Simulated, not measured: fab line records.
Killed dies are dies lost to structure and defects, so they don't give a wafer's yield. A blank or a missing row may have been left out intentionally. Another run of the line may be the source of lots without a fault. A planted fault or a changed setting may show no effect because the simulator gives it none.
A single fault, viewed from 2 desks + flow gf180mcu + every desk sees just its own numbers, and what lay behind them comes last

== AT THE METROLOGY DESK ==
Lot by lot, what the gauges showed, no matter which tool ran the lot: averages of those sampled wafers that carry a number. If a lot's mean is further than 4 standard deviations from the usual mean, the lot is out of limits and carries the mark OUT (the distance appears in the brackets).
Columns: A = cd nm at GF_V4_CD_MEAS_14, usual 259.9 nm
| lot  | first seen here | A     |
|------|-----------------|-------|
| L126 | day 23 19:07    | 261.3 |
| L127 | day 24 12:47    | 259.5 |
| L128 | day 24 15:59    | 259.1 |
| L129 | day 25 07:31    | 259.9 |
| L131 | day 26 03:45    | 261.4 |
| L130 | day 26 04:48    | 260.2 |
| L132 | day 26 16:39    | 259.2 |
| L138 | day 28 17:15    | 259.2 |
| L139 | day 29 03:13    | 259.1 |
| L141 | day 29 12:36    | 259.6 |
| L143 | day 29 21:22    | 259.9 |
| L146 | day 30 10:54    | 259.6 |
| L148 | day 30 20:22    | 259.1 |
This desk's finding: nothing out of limits on any of the 13 lots.

== FOR THE TOOL OWNER'S DESK: pvd sputter-01 ==
The tool's own readings at GF_MIM_SPUTTER_02 (material AlCu, target thk 450 nm, time 23.9 s): means of the sampled wafers that have a number, for each lot that ran on this tool. If a lot's mean is further than 4 standard deviations from the usual mean, the lot is out of limits and carries the mark OUT (the distance appears in the brackets).
Columns: A = throttle valve pct at GF_MIM_SPUTTER_02, usual 29.9 %
| lot  | first seen here | A    |
|------|-----------------|------|
| L127 | day 24 14:32    | 29.2 |
| L128 | day 24 17:37    | 29.7 |
| L131 | day 26 05:24    | 29.1 |
| L130 | day 26 06:28    | 30.0 |
| L132 | day 26 18:39    | 30.6 |
| L138 | day 28 18:55    | 29.8 |
| L139 | day 29 04:50    | 29.1 |
This desk's finding: nothing out of limits on any of the 7 lots.

== TAKEN TOGETHER ==
At the metrology desk, nothing out of limits was observed.
Nothing out of limits was seen by the tool owner's desk.

== WHAT THE SIMULATOR HAD PUT IN ==
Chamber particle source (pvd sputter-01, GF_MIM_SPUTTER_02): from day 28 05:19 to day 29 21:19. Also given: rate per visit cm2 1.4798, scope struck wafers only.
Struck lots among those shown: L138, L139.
